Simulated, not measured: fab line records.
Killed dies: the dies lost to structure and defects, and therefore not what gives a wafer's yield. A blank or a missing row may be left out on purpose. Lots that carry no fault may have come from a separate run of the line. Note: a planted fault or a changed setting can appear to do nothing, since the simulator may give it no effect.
Which of the tools did it? :: flow sky130 :: 6 lots (17 wafers sampled), 1 step of a 708-step route

== WHAT THE GAUGES READ, wafer by wafer ==
SKY_FIELD_ISO_CD_MEAS_13: the cd target is 150 nm.
lot: L901
measured: day 2 19:19
on: cd-sem-02
cd-nm (nm): 147.7 148.4 149.9

lot: L903
measured: day 3 07:19
on: cd-sem-02
cd-nm (nm): 148.8 149.4 148.9

lot: L905
measured: day 3 17:30
on: cd-sem-01
cd-nm (nm): 147.0 149.1 146.6

lot: L907
measured: day 4 02:28
on: cd-sem-01
cd-nm (nm): 148.1 149.2 148.2

lot: L910
measured: day 4 21:59
on: cd-sem-02
cd-nm (nm): 151.7 150.7 150.7

lot: L914
measured: day 5 16:22
on: cd-sem-01
cd-nm (nm): 152.1 149.2

== EACH LOT AND THE TOOL THAT RAN IT (in order: tool; ch and the chambers of the sampled wafers; start) ==
There is no process step in the record ahead of these readings.

== THE ANSWER, worked out from the rows above alone ==
Rule: the lots themselves supply what counts as usual. The widest of any qualifying gaps counts: lots, ordered by their means at a reading, are off when they make up no more than a third of the lots, leave a main group of 4 or more, and stand apart from it by 3 or more times the standard deviation of that group's means. A main group whose means are all the same, to the digits that the tables above print for the reading, isn't used. Also off: a lot with no number at a reading for which 4 or more lots have one. The other lots that the step has rows for count as sound.
No lot is off at any reading shown: from this, nothing can be told.

== WHAT THE SIMULATOR PUT IN ==
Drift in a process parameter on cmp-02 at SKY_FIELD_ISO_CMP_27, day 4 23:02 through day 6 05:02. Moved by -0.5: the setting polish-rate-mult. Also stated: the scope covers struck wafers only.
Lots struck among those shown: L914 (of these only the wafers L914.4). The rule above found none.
